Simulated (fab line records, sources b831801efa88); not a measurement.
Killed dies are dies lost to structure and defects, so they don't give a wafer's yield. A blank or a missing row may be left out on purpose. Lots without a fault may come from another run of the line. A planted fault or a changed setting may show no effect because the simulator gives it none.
Which tool did it? | flow gf180mcu | 11 lots, 33 wafers sampled, at 5 steps of a route of 602

WHAT THE GAUGES READ, wafer by wafer
GF_HV_LDD_TW_MEAS_11. Usual: HV_LDD_TW 2437, standard deviation 12.
lot  | measured     | on            | HV_LDD_TW      | flag
L631 | day 10 06:08 | film_metro-04 | 2446 2439 2440 |
L632 | day 10 17:11 | film_metro-01 | 2447 2444 2460 |
L633 | day 10 21:29 | film_metro-04 | 2449 2428 2431 |
L636 | day 11 17:12 | film_metro-03 | 2427 2435 2413 |
L641 | day 13 11:33 | film_metro-04 | 2432 2430 2435 |
L647 | day 15 04:47 | film_metro-03 | 2423 2439 2435 |
L648 | day 15 12:49 | film_metro-03 | 2425 2433 2421 |
L649 | day 15 19:45 | film_metro-04 | 2462 2453 2453 |
L650 | day 16 05:29 | film_metro-04 | 2432 2444 2443 |
L651 | day 16 09:54 | film_metro-03 | 2409 2413 2409 |
L652 | day 16 16:58 | film_metro-01 | 2437 2433 2444 |

GF_PSD_TW_MEAS_11. Usual: PSD_TW 3237, standard deviation 15.
lot  | measured     | on            | PSD_TW            | flag
L631 | day 14 11:07 | film_metro-02 | 3216 3210 3233    |
L632 | day 15 00:44 | film_metro-02 | 3241 3249 3254    |
L633 | day 15 05:20 | film_metro-02 | 3272 3242 3252    |
L636 | day 16 02:57 | film_metro-02 | 3230 3215 3201    |
L641 | day 18 05:18 | film_metro-02 | 30 30 30 30 30 30 | OFF
L647 | day 20 05:56 | film_metro-04 | 3244 3249 3261    |
L648 | day 20 13:44 | film_metro-01 | 3251 3242 3247    |
L649 | day 20 21:00 | film_metro-02 | 3243 3238 3246    |
L650 | day 21 08:56 | film_metro-02 | 3230 3212 3225    |
L651 | day 21 13:02 | film_metro-01 | 3255 3243 3233    |
L652 | day 21 21:28 | film_metro-02 | 3243 3212 3238    |

WHICH TOOL RAN EACH LOT (tool, then ch and the chambers of the sampled wafers, then the start)
lot  | GF_HV_LDD_STRIP_37                   | GF_NSD_STRIP_11                      | GF_PSD_STRIP_10
L631 | plasma_asher-04 ch 0,1, day 11 19:48 | plasma_asher-01 ch 0,1, day 13 14:26 | plasma_asher-03 ch 0,1, day 14 11:00
L632 | plasma_asher-04 ch 0,1, day 12 07:53 | plasma_asher-01 ch 0,1, day 14 03:38 | plasma_asher-03 ch 0,1, day 15 00:38
L633 | plasma_asher-02 ch 0,1, day 12 11:48 | plasma_asher-02 ch 0,1, day 14 07:37 | plasma_asher-04 ch 0,1, day 15 05:14
L636 | plasma_asher-01 ch 0,1, day 13 08:31 | plasma_asher-02 ch 0,1, day 15 05:04 | plasma_asher-04 ch 0,1, day 16 02:51
L641 | plasma_asher-02 ch 0,1, day 15 05:40 | plasma_asher-02 ch 0,1, day 17 05:25 | plasma_asher-03 ch 0,1, day 18 05:12
L647 | plasma_asher-01 ch 0,1, day 17 01:44 | plasma_asher-03 ch 0,1, day 19 05:08 | plasma_asher-03 ch 0,1, day 20 05:50
L648 | plasma_asher-01 ch 0,1, day 17 09:58 | plasma_asher-02 ch 0,1, day 19 13:35 | plasma_asher-03 ch 0,1, day 20 13:38
L649 | plasma_asher-02 ch 0, day 17 16:54   | plasma_asher-03 ch 0,1, day 19 20:31 | plasma_asher-01 ch 0, day 20 20:54
L650 | plasma_asher-01 ch 0,1, day 18 04:04 | plasma_asher-03 ch 1, day 20 08:12   | plasma_asher-03 ch 0,1, day 21 08:50
L651 | plasma_asher-01 ch 0,1, day 18 09:00 | plasma_asher-01 ch 0,1, day 20 12:46 | plasma_asher-01 ch 0,1, day 21 12:56
L652 | plasma_asher-04 ch 1, day 18 17:01   | plasma_asher-03 ch 0,1, day 20 21:22 | plasma_asher-03 ch 0,1, day 21 21:21
- GF_HV_LDD_STRIP_37: strips in O2/N2.
- GF_NSD_STRIP_11: strips in O2/N2.
- GF_PSD_STRIP_10: strips in O2/N2.

WHAT THE TOOLS THEMSELVES READ (means of the sampled wafers that have a number; where no wafer has one, the mark that the record gives instead)
GF_HV_LDD_STRIP_37. Usual: drypump_motor_current_A 5.7 A, standard deviation 0.49; heater_power_w 307 W, standard deviation 19; oes_product_au 0.716 a.u., standard deviation 0.0044; strip_time_to_endpoint_s 12.641 s, standard deviation 0.027.
lot  | tool            | drypump_motor_current_A (A) | heater_power_w (W) | oes_product_au (a.u.) | strip_time_to_endpoint_s (s) | flag
L631 | plasma_asher-04 | 5.2                         | 283                | 0.717                 | 12.631                       |
L632 | plasma_asher-04 | 5.5                         | 292                | 0.715                 | 12.634                       |
L633 | plasma_asher-02 | 5.1                         | 299                | 0.715                 | 12.621                       |
L636 | plasma_asher-01 | 6.1                         | 307                | 0.716                 | 12.662                       |
L641 | plasma_asher-02 | 5.1                         | 297                | 0.718                 | 12.649                       |
L647 | plasma_asher-01 | 6.1                         | 322                | 0.717                 | 12.656                       |
L648 | plasma_asher-01 | 6.1                         | 304                | 0.721                 | 12.692                       |
L649 | plasma_asher-02 | 5.3                         | 296                | 0.717                 | 12.637                       |
L650 | plasma_asher-01 | 6.0                         | 307                | 0.720                 | 12.655                       |
L651 | plasma_asher-01 | 6.1                         | 321                | 0.716                 | 12.645                       |
L652 | plasma_asher-04 | 5.0                         | 276                | 0.716                 | 12.653                       |

GF_NSD_STRIP_11. Usual: drypump_motor_current_A 5.8 A, standard deviation 0.52; heater_power_w 302 W, standard deviation 19; oes_product_au 0.487 a.u., standard deviation 0.0046; strip_time_to_endpoint_s 22.97 s, standard deviation 0.042.
lot  | tool            | drypump_motor_current_A (A) | heater_power_w (W) | oes_product_au (a.u.) | strip_time_to_endpoint_s (s) | flag
L631 | plasma_asher-01 | 6.1                         | 318                | 0.487                 | 23.03                        |
L632 | plasma_asher-01 | 6.1                         | 300                | 0.489                 | 22.99                        |
L633 | plasma_asher-02 | 5.1                         | 307                | 0.489                 | 22.98                        |
L636 | plasma_asher-02 | 5.0                         | 307                | 0.485                 | 22.91                        |
L641 | plasma_asher-02 | 5.2                         | 306                | 0.560                 | -                            | OFF
L647 | plasma_asher-03 | 6.3                         | 282                | 0.485                 | 22.99                        |
L648 | plasma_asher-02 | 5.1                         | 304                | 0.484                 | 23.01                        |
L649 | plasma_asher-03 | 6.1                         | 296                | 0.486                 | 23.01                        |
L650 | plasma_asher-03 | 6.0                         | 306                | 0.488                 | 22.94                        |
L651 | plasma_asher-01 | 6.1                         | 317                | 0.486                 | 22.94                        |
L652 | plasma_asher-03 | 6.3                         | 286                | 0.487                 | 22.99                        |

GF_PSD_STRIP_10. Usual: drypump_motor_current_A 5.9 A, standard deviation 0.48; heater_power_w 294 W, standard deviation 18; oes_product_au 0.589 a.u., standard deviation 0.0043; strip_time_to_endpoint_s 16.66 s, standard deviation 0.037.
lot  | tool            | drypump_motor_current_A (A) | heater_power_w (W) | oes_product_au (a.u.) | strip_time_to_endpoint_s (s) | flag
L631 | plasma_asher-03 | 6.1                         | 295                | 0.592                 | 16.61                        |
L632 | plasma_asher-03 | 6.1                         | 291                | 0.591                 | 16.68                        |
L633 | plasma_asher-04 | 5.5                         | 297                | 0.591                 | 16.69                        |
L636 | plasma_asher-04 | 5.5                         | 293                | 0.591                 | 16.61                        |
L641 | plasma_asher-03 | 6.3                         | 284                | 0.609                 | 19.73                        | OFF
L647 | plasma_asher-03 | 6.1                         | 292                | 0.585                 | 16.66                        |
L648 | plasma_asher-03 | 6.3                         | 283                | 0.588                 | 16.71                        |
L649 | plasma_asher-01 | 6.1                         | 330                | 0.590                 | 16.63                        |
L650 | plasma_asher-03 | 6.3                         | 285                | 0.586                 | 16.65                        |
L651 | plasma_asher-01 | 6.0                         | 311                | 0.590                 | 16.66                        |
L652 | plasma_asher-03 | 6.3                         | 284                | 0.589                 | 16.62                        |

THE ANSWER, worked out from the rows above alone
Rule: a lot is off if the mean of its wafers that have a number lies more than 3 standard deviations from the usual mean. A lot without any number at a reading at which 4 lots or more have one is off too. The other lots that the step has rows for count as sound. The gauges are gone through in route order, then the tools' own readings, and for those a lot's mean is taken as printed above. The first step at which some lot is off is used, and at that step the reading that is off furthest; a lot without a number counts as furthest.
Off: L641, at GF_PSD_TW_MEAS_11 (PSD_TW).
A tool fits if, at a process step before that reading, it ran every lot that is off, and no sound lot after the first of them. The gauges at GF_PSD_TW_MEAS_11 aren't tried: what is off there is off at GF_NSD_STRIP_11 too, on other tools, and a gauge's error can't cause that. None of those tried fits.

WHAT THE SIMULATOR HAD PUT IN
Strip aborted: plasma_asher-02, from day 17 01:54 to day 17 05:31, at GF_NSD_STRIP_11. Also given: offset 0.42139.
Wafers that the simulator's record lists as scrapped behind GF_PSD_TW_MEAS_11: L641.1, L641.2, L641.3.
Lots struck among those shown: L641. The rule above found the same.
